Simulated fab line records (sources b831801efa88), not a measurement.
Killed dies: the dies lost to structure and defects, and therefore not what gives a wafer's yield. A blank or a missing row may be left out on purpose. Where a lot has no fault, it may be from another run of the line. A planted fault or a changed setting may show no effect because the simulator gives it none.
Tool commonality check + flow sky130 + Sample size 13 lots and 39 wafers

## WHAT PROMPTED THE OPENING
SKY_NWELL_TW_MEAS_26, reading NWELL_2_TW: flagged on 2 of 13 lots. No-fault wafers: 493, standard deviation 5.7.
Rule: a lot is flagged when every wafer of it that has a number lies more than 4 standard deviations from that mean, or none has a number. The rest of the lots are taken to be sound.

| lot  | measured     | on            | NWELL_2_TW, wafer by wafer | flag    |
|------|--------------|---------------|----------------------------|---------|
| L917 | day 5 12:42  | film-metro-03 | 496 496 499                |         |
| L918 | day 5 20:01  | film-metro-01 | 484 487 486                |         |
| L919 | day 6 00:15  | film-metro-03 | 501 501 500                |         |
| L923 | day 6 23:53  | film-metro-01 | 487 485 488                |         |
| L924 | day 7 04:52  | film-metro-02 | 495 497 496                |         |
| L925 | day 7 14:35  | film-metro-01 | 601 608 601                | FLAGGED |
| L926 | day 7 20:32  | film-metro-03 | 495 493 498                |         |
| L927 | day 8 01:19  | film-metro-03 | 618 622 618                | FLAGGED |
| L935 | day 10 03:45 | film-metro-03 | 500 500 501                |         |
| L936 | day 10 05:53 | film-metro-02 | 496 495 495                |         |
| L937 | day 10 14:19 | film-metro-02 | 494 491 494                |         |
| L938 | day 10 18:55 | film-metro-03 | 501 502 504                |         |
| L939 | day 11 00:55 | film-metro-03 | 501 502 501                |         |
Average over the flagged lots: 611; offset from the usual +118, equal to +21 standard deviations.

## TOOL THAT RAN EACH LOT
The record holds 2 process steps before the reading, out of a route of 708 steps. In each cell: the tool, then ch and the chambers that the sampled wafers went through, then the start.
| lot  | flag    | SKY_NWELL_IMPLANT_24            | SKY_NWELL_STRIP_25                   |
|------|---------|---------------------------------|--------------------------------------|
| L917 |         | implanter-03 ch 0, day 5 12:27  | plasma-asher-02 ch 0,1, day 5 12:36  |
| L918 |         | implanter-02 ch 0, day 5 19:46  | plasma-asher-01 ch 0,1, day 5 19:55  |
| L919 |         | implanter-03 ch 0, day 6 00:00  | plasma-asher-02 ch 0,1, day 6 00:09  |
| L923 |         | implanter-02 ch 0, day 6 23:38  | plasma-asher-01 ch 0,1, day 6 23:46  |
| L924 |         | implanter-03 ch 0, day 7 04:37  | plasma-asher-02 ch 0,1, day 7 04:46  |
| L925 | FLAGGED | implanter-03 ch 0, day 7 14:02  | plasma-asher-04 ch 0,1, day 7 14:28  |
| L926 |         | implanter-03 ch 0, day 7 20:17  | plasma-asher-01 ch 0,1, day 7 20:25  |
| L927 | FLAGGED | implanter-01 ch 0, day 8 00:43  | plasma-asher-04 ch 0,1, day 8 01:11  |
| L935 |         | implanter-02 ch 0, day 10 03:30 | plasma-asher-02 ch 0,1, day 10 03:39 |
| L936 |         | implanter-01 ch 0, day 10 05:38 | plasma-asher-01 ch 0,1, day 10 05:46 |
| L937 |         | implanter-02 ch 0, day 10 14:05 | plasma-asher-02 ch 0,1, day 10 14:13 |
| L938 |         | implanter-01 ch 0, day 10 18:40 | plasma-asher-04 ch 0,1, day 10 18:49 |
| L939 |         | implanter-01 ch 0, day 11 00:40 | plasma-asher-01 ch 0,1, day 11 00:49 |
What these steps do:
- SKY_NWELL_IMPLANT_24
- SKY_NWELL_STRIP_25: strips in O2/N2.
- SKY_NWELL_TW_MEAS_26

## FLAGGED OVER TOTAL, TOOL BY TOOL (the gauges that took the reading come last)
| step                 | tool            | lots run | flagged | share of the flagged lots | sound lots run after its first flagged lot |
|----------------------|-----------------|----------|---------|---------------------------|--------------------------------------------|
| SKY_NWELL_IMPLANT_24 | implanter-01    | 4        | 1       | some                      | 3 (L936,L938,L939)                         |
| SKY_NWELL_IMPLANT_24 | implanter-02    | 4        | 0       | none                      | -                                          |
| SKY_NWELL_IMPLANT_24 | implanter-03    | 5        | 1       | some                      | 1 (L926)                                   |
| SKY_NWELL_STRIP_25   | plasma-asher-01 | 5        | 0       | none                      | -                                          |
| SKY_NWELL_STRIP_25   | plasma-asher-02 | 5        | 0       | none                      | -                                          |
| SKY_NWELL_STRIP_25   | plasma-asher-04 | 3        | 2       | all                       | 1 (L938)                                   |
| SKY_NWELL_TW_MEAS_26 | film-metro-01   | 3        | 1       | some                      | 0                                          |
| SKY_NWELL_TW_MEAS_26 | film-metro-02   | 3        | 0       | none                      | -                                          |
| SKY_NWELL_TW_MEAS_26 | film-metro-03   | 7        | 1       | some                      | 3 (L935,L938,L939)                         |

## THE TABLE: WHAT IT ALLOWS
In the table, 1 row covers all flagged lots: plasma-asher-04 at SKY_NWELL_STRIP_25.
- plasma-asher-04 at SKY_NWELL_STRIP_25: 2 of its 3 lots flagged. Sound lots ran on it after the first flagged one (L938), which a lasting fault on the whole tool wouldn't allow.
Not one row of the table ran every flagged lot while running no sound lot after the first.

## WHAT THE SIMULATOR PUT IN
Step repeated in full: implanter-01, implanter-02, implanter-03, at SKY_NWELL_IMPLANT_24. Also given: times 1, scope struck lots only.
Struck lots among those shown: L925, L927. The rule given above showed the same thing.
